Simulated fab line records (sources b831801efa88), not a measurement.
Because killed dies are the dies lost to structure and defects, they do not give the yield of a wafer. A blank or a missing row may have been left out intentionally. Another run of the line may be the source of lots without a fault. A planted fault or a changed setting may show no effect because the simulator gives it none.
The same fault as seen by 2 desks -- flow gf180mcu -- every desk sees just its own numbers, and what lay behind them comes last

AT THE TOOL OWNER'S DESK: pecvd-02
The tool's own readings at GF_V4_CVD_02 (deposits SiO2 from TEOS, target thk 850 nm, time 94.851 s): means of the sampled wafers that have a number, for each lot that ran on this tool. The brackets show how far a lot's mean lies from the usual mean; more than 4 standard deviations puts the lot out of limits, marked OUT.
Columns: A = heater power w at GF_V4_CVD_02, usual 718 W; B = rf fwd power W at GF_V4_CVD_02, usual 597.1 W
lot,first seen here,A,B
L742,day 25 20:11,730,596.2
L748,day 27 16:41,832,660.7 (+35) OUT
L750,day 28 14:40,726,629.1 (+18) OUT
This desk finds L748, L750 out of limits, L748 being first, at day 27 16:41 (rf fwd power W at GF_V4_CVD_02). L742 stayed within limits.

THE METROLOGY DESK
What the gauges read for every lot (on any tool): the sampled wafers with a number, averaged. The brackets show how far a lot's mean lies from the usual mean; more than 4 standard deviations puts the lot out of limits, marked OUT.
Columns: A = cd nm at GF_M4_CD_MEAS_14, usual 279.9 nm; B = M4_OVL at GF_M4_OVL_MEAS_15, usual 2 nm; C = V4_CVD_00_THK at GF_V4_THK_MEAS_01, usual 602 nm; D = V4_CVD_02_THK at GF_V4_THK_MEAS_03, usual 850 nm; E = V4_BOW at GF_V4_BOW_MEAS_05, usual 134 um
lot,first seen here,A,B,C,D,E
L742,day 25 19:05,278.3,-6,599,845,128
L743,day 26 07:10,281.1,4,598,861,134
L748,day 27 15:46,278.5,-1,604,878,139
L750,day 28 13:41,279.5,2,600,850,130
L751,day 28 18:47,281.1,9,601,863,132
L758,day 30 09:14,279.1,5,606,860,114
This desk found nothing out of limits on any of the 6 lots.

PUT TOGETHER
The tool owner's desk could have raised an alarm at day 27 16:41, on L748, L750.
At the metrology desk, nothing out of limits was observed.
The metrology desk has L748, L750 on record, within its limits.
All the named lots went through GF_V4_CVD_02 on pecvd-02.

WHAT THE SIMULATOR HAD INSERTED
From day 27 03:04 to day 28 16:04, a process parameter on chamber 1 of pecvd-02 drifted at GF_V4_CVD_02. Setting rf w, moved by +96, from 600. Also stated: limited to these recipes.
Struck lots among those shown: L748, L750.
Each desk's first reading out of limits, in hours after the fault started: the tool owner's desk, 14.
